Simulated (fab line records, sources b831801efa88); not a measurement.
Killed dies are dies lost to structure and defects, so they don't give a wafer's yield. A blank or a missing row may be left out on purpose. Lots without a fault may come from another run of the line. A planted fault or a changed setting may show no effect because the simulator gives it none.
fab line records | flow sky130
record lots=13 wafers=39 last_day=50
route steps=708 shown CONTACT@410 METAL4@633 VIA4@641 METAL5@661 PAD_OPEN@708
lots that met no fault: from a run of the same line without faults
start_h: hours from the record's first day to the start of the lot's first wafer shown | wait_h: hours since the lot's step before | " the same as in the row above | L1.1+2: a row that stands for several wafers | - no value, or no start given | * or withheld: withheld | < > ~ a bound
route shown NAME@n: a module of which the file shows steps, and the number in the route of the first | usual: mean/standard deviation of fault-free wafers | same: alike in all rows | chamber/n: place in a boat | sites: the reading at each site | _std_site: their standard deviation | _edge_site: outer sites' mean less inner sites' | radius_mm: how far each site lies from the wafer's centre | mask NAME#n: copy n | behind: the tool/chamber that last shaped the wafer | hold: why the lot was held/for how many hours/how that ended | device: the transistor (n, p or np) that didn't switch | end of line: the same wafers' tests at the end of the route | a step without rows: its recipe alone | killed: dies lost to structure and defects at the first sort, not the wafer's yield | map: a wafer's dies, x killed, . not, _ none there
set.NAME: the setting as run; set.NAME@STEP: as run at that earlier step | model.NAME: the simulator's own value behind a step, which no gauge read
steps of the route over a sample of lots; a table a step, a row a wafer
services: from which hour (start_h, from the record's first day; less than 0 if before it) a tool's chamber was out of use, for how many hours, and why
## steps
# step SKY_CONTACT_CMP_04
# recipe material=SiO2 down_force_psi=4 platen_rpm=60 pad_velocity_m_s=0.94248
# usual motor_current_A=12.3/1.3 time_to_endpoint_s=89/4.5
# columns lot.wafer tool chamber start_h wait_h motor_current_A time_to_endpoint_s
L138.3 cmp-02 1 708.37 0.0 12.3 91
L138.2 " 3 " " 12.6 87
L138.4 " 0 " " 10.7 96
L139.4 cmp-01 1 718.49 0.3 11.3 85
L139.1 " 2 " " 11.7 97
L139.5 " 0 " " 12.3 89
L140.2 cmp-01 3 722.81 0.1 14.5 86
L140.3 " 1 " " 12.2 76
L140.6 " 3 " " 15.8 87
L141.1 cmp-02 2 732.72 0.1 12.3 84
L141.4 " 3 " " 12.7 87
L141.5 " 3 " " 13.1 83
L143.2 cmp-02 1 742.41 0.0 11.8 91
L143.4 " 2 " " 12.1 85
L143.6 " 2 " " 12.4 84
L147.2 cmp-01 0 775.13 0.1 12.3 93
L147.1 " 1 " " 11.1 87
L147.6 " 3 " " 14.6 91
L148.3 cmp-02 2 785.36 0.1 12.2 93
L148.1 " 3 " " 13.0 91
L148.6 " 0 " " 10.4 92
L155.2 cmp-01 0 833.55 0.1 12.5 87
L155.1 " 1 " " 11.6 82
L155.5 " 0 " " 12.0 89
L157.4 cmp-02 0 865.10 0.0 10.9 93
L157.3 " 1 " " 12.3 93
L157.1 " 2 " " 11.9 92
L158.4 cmp-02 2 865.87 0.0 12.0 86
L158.3 " 0 " " 10.7 91
L158.6 " 2 " " 12.8 85
L159.4 cmp-01 1 866.35 0.1 11.7 83
L159.6 " 3 " " 15.5 89
L159.5 " 0 " " 12.8 88
L160.3 cmp-02 3 867.14 0.0 12.7 87
L160.1 " 0 " " 10.0 97
L160.2 " 2 " " 12.6 91
L161.3 cmp-01 0 875.68 0.0 12.3 86
L161.6 " 0 " " 12.9 89
L161.5 " 1 " " 11.2 79
# step SKY_METAL4_ETCH_17
# recipe target=SiO2 stop_on=TiN chemistry=C4F8/O2/Ar source_w=1500 bias_w=1200 pressure_mtorr=40 c4f8_flow_sccm=withheld O2_flow_sccm=6 Ar_flow_sccm=300 time_s=3.9 target_depth_a=150
# usual chamber_pressure_mTorr=40.00/0.038 oes_product_au=0.755/0.0072
# columns lot.wafer tool chamber start_h wait_h chamber_pressure_mTorr oes_product_au rf_hours_counter_h
L138.2 rie_diel-03 1 983.15 0.1 39.99 0.755 15
L138.3 " 2 " " 40.01 0.743 10
L138.4 " 3 " " 39.96 0.756 11
L139.1 rie_diel-04 0 990.82 0.1 40.02 0.753 12
L139.4 " 3 " " 40.04 0.758 27
L139.5 " 3 " " 40.03 0.758 -
L140.2 rie_diel-04 1 996.05 0.1 40.02 0.750 6
L140.3 " 0 " " 40.08 0.756 12
L140.6 " 0 " " 40.00 0.761 -
L141.1 rie_diel-04 3 1001.62 0.1 40.07 0.753 28
L141.4 " 2 " " 40.04 0.757 14
L141.5 " 0 " " 39.96 0.762 -
L143.2 rie_diel-01 1 1010.87 0.1 39.95 0.756 10
L143.4 " 0 " " 40.07 0.759 10
L143.6 " 0 " " 40.00 0.750 -
L147.1 rie_diel-04 0 1036.85 0.1 39.96 0.755 14
L147.2 " 3 " " 40.06 0.752 29
L147.6 " 1 " " 40.02 0.760 -
L148.1 rie_diel-04 0 1046.75 0.1 39.97 0.756 14
L148.3 " 2 " " 40.03 0.757 15
L148.6 " 3 " " 40.01 0.750 -
L155.1 rie_diel-03 1 1085.42 0.1 40.02 0.751 18
L155.2 " 2 " " 40.07 0.748 14
L155.5 " 1 " " 39.99 0.760 -
L157.1 rie_diel-01 0 1111.72 0.1 39.94 0.739 14
L157.3 " 3 " " 39.93 0.760 6
L157.4 " 0 " " 39.93 0.757 -
L158.3 rie_diel-03 3 1112.66 0.0 39.96 0.738 15
L158.4 " 2 " " 39.99 0.757 -
L158.6 " 0 " " 40.06 0.755 -
L159.4 rie_diel-03 2 1113.63 0.0 40.03 0.754 -
L159.5 " 0 " " 39.95 0.761 -
L159.6 " 3 " " 40.00 0.760 -
L160.1 rie_diel-01 0 1114.02 0.1 39.94 0.764 14
L160.2 " 3 " " 39.94 0.759 6
L160.3 " 2 " " 40.04 0.753 15
L161.3 rie_diel-04 0 1117.72 0.0 40.00 0.749 16
L161.5 " 0 " " 39.99 0.758 -
L161.6 " 3 " " 40.00 0.742 -
# step SKY_VIA4_CMP_02
# recipe material=SiO2 down_force_psi=4 platen_rpm=60 pad_velocity_m_s=0.94248
# usual motor_current_A=12.3/1.2
# columns lot.wafer tool chamber start_h wait_h motor_current_A
L138.3 cmp-02 0 984.23 0.0 10.0
L138.2 " 1 " " 12.2
L138.4 " 3 " " 12.7
L139.1 cmp-01 0 991.96 0.1 13.4
L139.4 " 1 " " 11.3
L139.5 " 2 " " 11.5
L140.2 cmp-01 3 997.16 0.0 14.6
L140.3 " 1 " " 11.7
L140.6 " 3 " " 15.0
L141.1 cmp-01 0 1002.72 0.1 12.7
L141.4 " 2 " " 11.6
L141.5 " 1 " " 11.5
L143.2 cmp-02 2 1011.95 0.0 12.2
L143.4 " 3 " " 13.3
L143.6 " 3 " " 12.5
L147.1 cmp-01 2 1037.93 0.1 11.7
L147.2 " 3 " " 14.1
L147.6 " 1 " " 12.0
L148.3 cmp-02 1 1047.78 0.0 12.0
L148.1 " 3 " " 12.6
L148.6 " 2 " " 11.8
L155.1 cmp-02 0 1086.50 0.1 10.4
L155.2 " 1 " " 11.6
L155.5 " 3 " " 13.6
L157.1 cmp-02 1 1112.75 0.1 12.4
L157.4 " 2 " " 12.0
L157.3 " 0 " " 10.3
L158.4 cmp-01 2 1113.72 0.1 11.7
L158.3 " 0 " " 12.8
L158.6 " 3 " " 14.5
L159.4 cmp-02 0 1114.69 0.0 10.0
L159.5 " 0 " " 10.5
L159.6 " 1 " " 12.3
L160.2 cmp-01 1 1115.04 0.0 11.5
L160.3 " 3 " " 14.8
L160.1 " 0 " " 12.4
L161.3 cmp-02 3 1118.84 0.1 13.0
L161.5 " 2 " " 11.6
L161.6 " 3 " " 13.0
# step SKY_METAL5_SPUTTER_00
# recipe material=Ti target_thk_nm=15 power_w=3000 time_s=10 chamber_pressure_pa=0.4
# usual throttle_valve_pct=30.2/1.1
# columns lot.wafer tool chamber start_h wait_h throttle_valve_pct
L138.2 pvd_sputter-04 - 1008.99 0.2 30.8
L138.3 " - " " 29.0
L138.4 " - " " 31.2
L139.1 pvd_sputter-03 - 1016.78 0.1 30.6
L139.4 " - " " 32.7
L139.5 " - " " 30.2
L140.2 pvd_sputter-03 - 1021.20 0.1 30.7
L140.3 " - " " 30.3
L140.6 " - " " 30.7
L141.1 pvd_sputter-02 - 1027.26 0.2 30.4
L141.4 " - " " 28.3
L141.5 " - " " 31.1
L143.2 pvd_sputter-02 - 1035.92 0.2 29.1
L143.4 " - " " 28.6
L143.6 " - " " 29.3
L147.1 pvd_sputter-02 - 1060.97 0.2 28.4
L147.2 " - " " 30.8
L147.6 " - " " 30.7
L148.1 pvd_sputter-04 - 1070.97 0.2 28.8
L148.3 " - " " 31.2
L148.6 " - " " 29.0
L155.1 pvd_sputter-04 - 1107.61 0.2 30.9
L155.2 " - " " 29.0
L155.5 " - " " 31.0
L157.1 pvd_sputter-04 - 1133.18 0.2 28.9
L157.3 " - " " 31.1
L157.4 " - " " 29.1
L158.3 pvd_sputter-03 - 1135.34 0.1 30.8
L158.4 " - " " 29.7
L158.6 " - " " 32.5
L160.1 pvd_sputter-04 - 1135.88 0.1 29.1
L160.2 " - " " 28.8
L160.3 " - " " 31.0
L159.4 pvd_sputter-02 - 1135.94 0.2 30.8
L159.5 " - " " 29.2
L159.6 " - " " 28.8
L161.3 pvd_sputter-02 - 1140.02 0.2 30.8
L161.5 " - " " 30.7
L161.6 " - " " 29.4
# step SKY_PAD_OPEN_PROBE_99
# usual killed_at_M0_to_M3=43/6.8 killed_at_M4_up=3.3/1.8 killed_at_contacts=25/5.9 killed_at_front_end=16/4.2 killed_at_other=0.3/0.69 killed_dies=87/8.6 killed_on_rim=17/3.6 killed_open=48/6.3 killed_short=39/5.3
# same gross_dies=492 killed_at_back_side=0
# columns lot.wafer tool chamber start_h wait_h killed_at_M0_to_M3 killed_at_M4_up killed_at_contacts killed_at_front_end killed_at_other killed_dies killed_on_rim killed_open killed_short
L138.2 prober-02 - 1077.93 0.1 39 4 33 7 0 83 17 38 44
L138.3 prober-02 - 1077.98 0.2 46 3 30 9 0 88 16 56 32
L138.4 prober-02 - 1078.03 0.2 49 6 29 12 0 96 20 60 36
L139.1 prober-01 - 1085.68 0.1 49 5 26 14 0 94 18 55 39
L139.4 prober-01 - 1085.83 0.2 52 1 17 12 0 82 14 51 31
L139.5 prober-01 - 1085.88 0.2 51 4 22 16 0 93 17 50 42
L140.2 prober-02 - 1090.80 0.1 46 4 17 13 0 80 9 38 41
L140.3 prober-02 - 1090.85 0.2 37 2 31 12 0 82 14 52 29
L140.6 prober-02 - 1091.00 0.2 39 3 25 18 0 85 21 47 37
L141.1 prober-01 - 1095.44 0.1 43 5 21 12 0 81 15 47 34
L141.4 prober-01 - 1095.59 0.2 30 6 28 19 0 83 18 49 34
L141.5 prober-01 - 1095.64 0.2 33 6 19 15 0 73 15 34 39
L143.2 prober-02 - 1102.10 0.1 45 2 23 12 0 82 15 46 36
L143.4 prober-02 - 1102.20 0.2 53 8 34 9 0 104 16 59 45
L143.6 prober-02 - 1102.30 0.2 37 2 25 11 1 76 12 39 36
L147.1 prober-02 - 1124.54 0.1 51 4 25 20 0 100 12 45 54
L147.2 prober-02 - 1124.59 0.1 58 3 17 12 2 92 23 47 44
L147.6 prober-02 - 1124.79 0.2 35 4 33 17 2 91 14 53 35
L148.1 prober-01 - 1134.89 0.1 41 8 22 12 1 84 19 48 36
L148.3 prober-01 - 1134.99 0.2 52 6 19 13 0 90 20 49 41
L148.6 prober-01 - 1135.14 0.2 47 2 100 14 0 163 35 44 30
L155.1 prober-02 - 1166.14 0.1 43 4 25 16 1 89 18 51 38
L155.2 prober-02 - 1166.19 0.1 38 3 30 15 0 86 20 48 38
L155.5 prober-02 - 1166.34 0.2 37 3 22 15 0 77 17 50 27
L157.1 prober-02 - 1188.94 0.1 30 3 27 13 0 73 15 43 30
L157.3 prober-02 - 1189.04 0.2 39 1 22 15 0 77 16 40 37
L157.4 prober-02 - 1189.09 0.2 40 7 24 9 1 81 18 42 39
L158.3 prober-01 - 1190.54 0.2 39 2 24 18 0 83 13 56 27
L158.4 prober-01 - 1190.59 0.2 33 2 24 19 0 78 16 44 32
L158.6 prober-01 - 1190.69 0.2 37 4 21 9 0 71 16 37 34
L160.1 prober-02 - 1191.94 0.1 40 4 25 30 3 102 21 51 48
L160.2 prober-02 - 1191.99 0.1 50 2 34 16 0 102 18 53 48
L160.3 prober-02 - 1192.04 0.2 52 2 35 20 0 109 26 59 50
L159.4 prober-01 - 1192.09 0.2 56 7 14 16 0 93 19 59 34
L159.5 prober-01 - 1192.14 0.2 45 7 19 11 0 82 15 42 40
L159.6 prober-01 - 1192.19 0.2 38 1 21 24 0 84 20 45 39
L161.3 prober-02 - 1194.46 0.2 46 2 28 14 0 90 18 52 38
L161.5 prober-02 - 1194.56 0.2 41 2 29 16 0 88 11 53 35
L161.6 prober-02 - 1194.61 0.2 46 1 14 14 1 76 15 45 31
# killed by level:class
L138.2 CONTACT:geometric_particle:open=9 VIA3:geometric_particle:open=8 VIA1:geometric_particle:open=8 LI_CONTACT:geometric_particle:short=7 LI_CONTACT:geometric_particle:open=6 METAL2:geometric_particle:short=6 LOCAL_INTERCONNECT:geometric_particle:short=5 CONTACT:geometric_particle:short=5
L138.3 CONTACT:geometric_particle:open=18 VIA1:geometric_particle:open=11 VIA3:geometric_particle:open=9 CONTACT:geometric_particle:short=6 METAL1:geometric_particle:short=6 VIA2:geometric_particle:open=5 LI_CONTACT:geometric_particle:open=4 VIA1:geometric_particle:short=4
L138.4 VIA2:geometric_particle:open=13 CONTACT:geometric_particle:open=12 LI_CONTACT:geometric_particle:open=10 VIA1:geometric_particle:open=8 METAL1:geometric_particle:short=8 VIA3:geometric_particle:short=6 POLY_GATE:geometric_particle:open=4 METAL4:geometric_particle:short=4
L139.1 CONTACT:geometric_particle:open=12 VIA1:geometric_particle:open=11 VIA3:geometric_particle:open=10 POLY_GATE:geometric_particle:short=6 CONTACT:geometric_particle:short=6 METAL2:geometric_particle:short=6 VIA2:geometric_particle:open=6 LI_CONTACT:geometric_particle:open=5
L139.4 VIA2:geometric_particle:open=11 VIA1:geometric_particle:open=10 CONTACT:geometric_particle:open=9 VIA3:geometric_particle:open=9 VIA3:geometric_particle:short=5 VIA1:geometric_particle:short=4 METAL2:geometric_particle:short=4 FIELD_ISO:geometric_particle:short=3
L139.5 VIA1:geometric_particle:open=13 CONTACT:geometric_particle:open=8 VIA3:geometric_particle:open=7 CONTACT:geometric_particle:short=6 FIELD_ISO:geometric_particle:open=5 METAL2:geometric_particle:short=5 VIA2:geometric_particle:open=5 METAL3:geometric_particle:short=5
L140.2 VIA3:geometric_particle:open=8 METAL1:geometric_particle:short=8 VIA1:geometric_particle:short=6 METAL2:geometric_particle:short=6 LI_CONTACT:geometric_particle:open=5 CONTACT:geometric_particle:open=5 VIA1:geometric_particle:open=5 METAL2:geometric_particle:open=4
L140.3 CONTACT:geometric_particle:open=15 VIA1:geometric_particle:open=12 VIA2:geometric_particle:open=7 VIA3:geometric_particle:open=6 LI_CONTACT:geometric_particle:open=5 FIELD_ISO:geometric_particle:short=4 METAL1:geometric_particle:short=4 VIA1:geometric_particle:short=4
L140.6 VIA2:geometric_particle:open=9 LI_CONTACT:geometric_particle:open=8 CONTACT:geometric_particle:open=8 VIA1:geometric_particle:open=8 FIELD_ISO:geometric_particle:short=5 LOCAL_INTERCONNECT:geometric_particle:short=5 METAL1:geometric_particle:short=5 FIELD_ISO:geometric_particle:open=4
L141.1 VIA1:geometric_particle:open=8 METAL2:geometric_particle:short=8 VIA2:geometric_particle:open=7 CONTACT:geometric_particle:open=6 LI_CONTACT:geometric_particle:open=5 LOCAL_INTERCONNECT:geometric_particle:short=4 VIA1:geometric_particle:short=4 FIELD_ISO:geometric_particle:short=3
L141.4 FIELD_ISO:geometric_particle:open=8 CONTACT:geometric_particle:open=8 LI_CONTACT:geometric_particle:open=7 METAL2:geometric_particle:short=7 VIA1:geometric_particle:open=6 CONTACT:geometric_particle:short=5 FIELD_ISO:geometric_particle:short=4 METAL4:geometric_particle:short=4
L141.5 LI_CONTACT:geometric_particle:open=7 FIELD_ISO:geometric_particle:short=5 VIA3:geometric_particle:open=5 FIELD_ISO:geometric_particle:open=4 POLY_GATE:geometric_particle:short=4 VIA1:geometric_particle:open=4 METAL1:geometric_particle:short=4 CONTACT:geometric_particle:open=4
L143.2 VIA1:geometric_particle:open=14 VIA3:geometric_particle:open=9 LI_CONTACT:geometric_particle:open=6 LOCAL_INTERCONNECT:geometric_particle:short=6 CONTACT:geometric_particle:open=6 LI_CONTACT:geometric_particle:short=4 METAL1:geometric_particle:short=4 VIA3:geometric_particle:short=4
L143.4 VIA1:geometric_particle:open=14 LI_CONTACT:geometric_particle:open=11 CONTACT:geometric_particle:open=9 CONTACT:geometric_particle:short=8 VIA2:geometric_particle:open=8 METAL2:geometric_particle:short=6 METAL1:geometric_particle:short=5 VIA1:geometric_particle:short=5
L143.6 CONTACT:geometric_particle:open=10 METAL2:geometric_particle:short=7 LI_CONTACT:geometric_particle:open=6 FIELD_ISO:geometric_particle:open=5 VIA1:geometric_particle:open=5 VIA3:geometric_particle:open=5 LOCAL_INTERCONNECT:geometric_particle:short=4 METAL1:geometric_particle:short=4
L147.1 VIA1:geometric_particle:open=11 METAL1:geometric_particle:short=8 VIA1:geometric_particle:short=8 CONTACT:geometric_particle:short=7 VIA3:geometric_particle:open=7 POLY_GATE:geometric_particle:open=6 LOCAL_INTERCONNECT:geometric_particle:short=6 CONTACT:geometric_particle:open=6
L147.2 VIA1:geometric_particle:open=9 VIA2:geometric_particle:open=9 VIA2:geometric_particle:short=8 VIA1:geometric_particle:short=8 LI_CONTACT:geometric_particle:open=7 VIA3:geometric_particle:open=7 METAL1:geometric_particle:short=6 METAL2:geometric_particle:short=4
L147.6 CONTACT:geometric_particle:open=16 VIA3:geometric_particle:open=7 LI_CONTACT:geometric_particle:open=7 CONTACT:geometric_particle:short=6 METAL1:geometric_particle:short=6 VIA1:geometric_particle:open=6 FIELD_ISO:geometric_particle:short=5 VIA2:geometric_particle:open=5
L148.1 VIA1:geometric_particle:open=9 CONTACT:geometric_particle:open=9 METAL4:geometric_particle:short=7 FIELD_ISO:geometric_particle:open=5 VIA2:geometric_particle:open=5 VIA3:geometric_particle:open=5 LI_CONTACT:geometric_particle:short=4 LI_CONTACT:geometric_particle:open=4
L148.3 VIA2:geometric_particle:open=14 METAL2:geometric_particle:short=10 POLY_GATE:geometric_particle:open=7 METAL1:geometric_particle:short=7 LI_CONTACT:geometric_particle:open=6 VIA1:geometric_particle:open=6 CONTACT:geometric_particle:open=6 LI_CONTACT:geometric_particle:short=4
L148.6 CONTACT:unspecified=89 CONTACT:geometric_particle:open=6 VIA1:geometric_particle:open=6 VIA1:geometric_particle:short=6 VIA2:geometric_particle:open=6 VIA3:geometric_particle:open=6 METAL1:geometric_particle:short=5 POLY_GATE:geometric_particle:short=4
L155.1 VIA1:geometric_particle:open=14 CONTACT:geometric_particle:open=9 VIA3:geometric_particle:open=8 LI_CONTACT:geometric_particle:open=5 METAL1:geometric_particle:short=5 FIELD_ISO:geometric_particle:short=4 POLY_GATE:geometric_particle:short=4 LOCAL_INTERCONNECT:geometric_particle:short=4
L155.2 LI_CONTACT:geometric_particle:open=12 CONTACT:geometric_particle:open=9 VIA1:geometric_particle:open=9 CONTACT:geometric_particle:short=6 FIELD_ISO:geometric_particle:short=5 VIA2:geometric_particle:short=5 METAL1:geometric_particle:short=4 METAL2:geometric_particle:short=4
L155.5 VIA1:geometric_particle:open=11 CONTACT:geometric_particle:open=10 VIA2:geometric_particle:open=7 POLY_GATE:geometric_particle:open=6 LI_CONTACT:geometric_particle:open=6 VIA2:geometric_particle:short=4 CONTACT:geometric_particle:short=4 METAL1:geometric_particle:short=4
L157.1 CONTACT:geometric_particle:open=12 CONTACT:geometric_particle:short=7 VIA3:geometric_particle:open=6 VIA1:geometric_particle:open=6 LI_CONTACT:geometric_particle:open=5 FIELD_ISO:geometric_particle:open=4 POLY_GATE:geometric_particle:short=4 METAL1:geometric_particle:short=3
L157.3 VIA1:geometric_particle:open=7 CONTACT:geometric_particle:open=7 METAL1:geometric_particle:short=7 VIA2:geometric_particle:open=7 LOCAL_INTERCONNECT:geometric_particle:short=6 FIELD_ISO:geometric_particle:open=5 FIELD_ISO:geometric_particle:short=4 LI_CONTACT:geometric_particle:open=4
L157.4 VIA3:geometric_particle:open=11 CONTACT:geometric_particle:open=8 CONTACT:geometric_particle:short=7 VIA1:geometric_particle:open=7 METAL4:geometric_particle:short=6 VIA1:geometric_particle:short=4 VIA2:geometric_particle:open=4 FIELD_ISO:geometric_particle:short=3
L158.3 CONTACT:geometric_particle:open=10 VIA2:geometric_particle:open=10 VIA1:geometric_particle:open=9 LI_CONTACT:geometric_particle:open=8 POLY_GATE:geometric_particle:open=6 METAL2:geometric_particle:short=5 POLY_GATE:geometric_particle:short=4 FIELD_ISO:geometric_particle:open=3
L158.4 CONTACT:geometric_particle:open=11 VIA1:geometric_particle:open=7 VIA2:geometric_particle:open=7 FIELD_ISO:geometric_particle:open=6 LI_CONTACT:geometric_particle:open=6 POLY_GATE:geometric_particle:short=5 METAL2:geometric_particle:short=4 VIA2:geometric_particle:short=4
L158.6 CONTACT:geometric_particle:open=7 VIA2:geometric_particle:open=7 LI_CONTACT:geometric_particle:open=6 VIA1:geometric_particle:open=6 VIA1:geometric_particle:short=5 METAL1:geometric_particle:short=4 METAL2:geometric_particle:short=4 VIA2:geometric_particle:short=4
L160.1 CONTACT:geometric_particle:open=12 FIELD_ISO:geometric_particle:short=10 POLY_GATE:geometric_particle:short=8 VIA1:geometric_particle:open=8 VIA3:geometric_particle:open=6 METAL2:geometric_particle:short=5 POLY_GATE:geometric_particle:open=5 LI_CONTACT:geometric_particle:open=5
L160.2 CONTACT:geometric_particle:open=12 LOCAL_INTERCONNECT:geometric_particle:short=9 VIA2:geometric_particle:open=9 VIA3:geometric_particle:open=8 LI_CONTACT:geometric_particle:open=7 METAL2:geometric_particle:short=7 METAL1:geometric_particle:short=6 FIELD_ISO:geometric_particle:open=5
L160.3 VIA1:geometric_particle:open=18 CONTACT:geometric_particle:open=11 LI_CONTACT:geometric_particle:open=9 LOCAL_INTERCONNECT:geometric_particle:short=7 VIA2:geometric_particle:open=7 VIA1:geometric_particle:short=6 FIELD_ISO:geometric_particle:short=5 CONTACT:geometric_particle:short=5
L159.4 VIA1:geometric_particle:open=18 FIELD_ISO:geometric_particle:open=9 VIA2:geometric_particle:open=7 VIA3:geometric_particle:open=7 METAL2:geometric_particle:short=6 METAL4:geometric_particle:short=6 LI_CONTACT:geometric_particle:open=5 CONTACT:geometric_particle:open=5
L159.5 VIA1:geometric_particle:open=9 CONTACT:geometric_particle:open=7 METAL1:geometric_particle:short=6 FIELD_ISO:geometric_particle:open=5 LI_CONTACT:geometric_particle:open=5 VIA3:geometric_particle:open=5 VIA1:geometric_particle:short=5 METAL4:geometric_particle:short=5
L159.6 LI_CONTACT:geometric_particle:open=8 VIA1:geometric_particle:open=8 FIELD_ISO:geometric_particle:open=7 FIELD_ISO:geometric_particle:short=6 VIA1:geometric_particle:short=6 LI_CONTACT:geometric_particle:short=5 CONTACT:geometric_particle:open=5 VIA3:geometric_particle:open=5
L161.3 CONTACT:geometric_particle:open=19 VIA1:geometric_particle:open=10 METAL3:geometric_particle:short=8 VIA2:geometric_particle:open=7 POLY_GATE:geometric_particle:short=5 VIA1:geometric_particle:short=5 VIA3:geometric_particle:open=5 METAL1:geometric_particle:short=4
L161.5 CONTACT:geometric_particle:open=11 VIA1:geometric_particle:open=9 LI_CONTACT:geometric_particle:open=8 VIA2:geometric_particle:open=7 VIA3:geometric_particle:open=7 METAL2:geometric_particle:short=5 CONTACT:geometric_particle:short=5 FIELD_ISO:geometric_particle:short=4
L161.6 VIA1:geometric_particle:open=11 VIA2:geometric_particle:open=8 VIA3:geometric_particle:open=8 POLY_GATE:geometric_particle:open=5 CONTACT:geometric_particle:open=5 VIA1:geometric_particle:short=5 METAL2:geometric_particle:short=4 METAL3:geometric_particle:short=4
## services
# columns tool chamber start_h hours kind
cmp-02 - 687.79 1.2 repair
cmp-01 - 694.80 2.2 repair
cmp-02 - 713.45 0.7 repair
cmp-02 - 721.95 5.8 pm
cmp-01 - 744.02 4.0 pm
cmp-01 - 758.56 3.7 repair
rie_diel-04 0 760.17 3.1 repair
cmp-02 - 775.54 1.4 repair
rie_diel-04 2 835.31 5.4 repair
cmp-01 - 856.61 1.4 repair
cmp-02 - 869.71 2.1 repair
cmp-02 - 903.90 2.7 pm
cmp-02 - 912.08 4.0 pm
cmp-01 - 932.88 4.0 pm
rie_diel-04 - 940.99 1.1 repair
rie_diel-04 1 951.36 3.5 repair
cmp-01 - 978.46 0.8 repair
cmp-02 - 1007.79 2.1 repair
cmp-01 - 1010.00 6.4 pm
cmp-01 - 1018.34 0.8 repair
cmp-01 - 1077.64 12.6 pm
cmp-01 - 1090.22 4.0 pm
cmp-01 - 1096.64 0.3 repair
cmp-02 - 1105.40 0.4 repair
## key
first_sign step=SKY_PAD_OPEN_PROBE_99 reading=killed_at_contacts direction=up sigmas=13 usual=25 struck=100
effect step=SKY_PAD_OPEN_PROBE_99 reading=killed_dies direction=up sigmas=8.8 usual=87 struck=163
met_at SKY_CONTACT_CMP_04
struck_lots L148
struck_wafers L148.6
tester_left_out L148
not_acting_at SKY_METAL4_ETCH_17,SKY_VIA4_CMP_02,SKY_METAL5_SPUTTER_00
onset_between 708.37 785.36
fault kind=chamber_particle_source tool=cmp-02 chamber=0 onset_h=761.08 steps=SKY_CONTACT_CMP_04 rate_per_visit_cm2=0.44212 end_h=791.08
# tester_left_out: of these lots the tester's yield and bins aren't shown, on N5 and GAA mostly nor the transistor test; their killed dies are dies lost to structure and defects alone, not to doping, threshold or leakage, so they don't give the yield
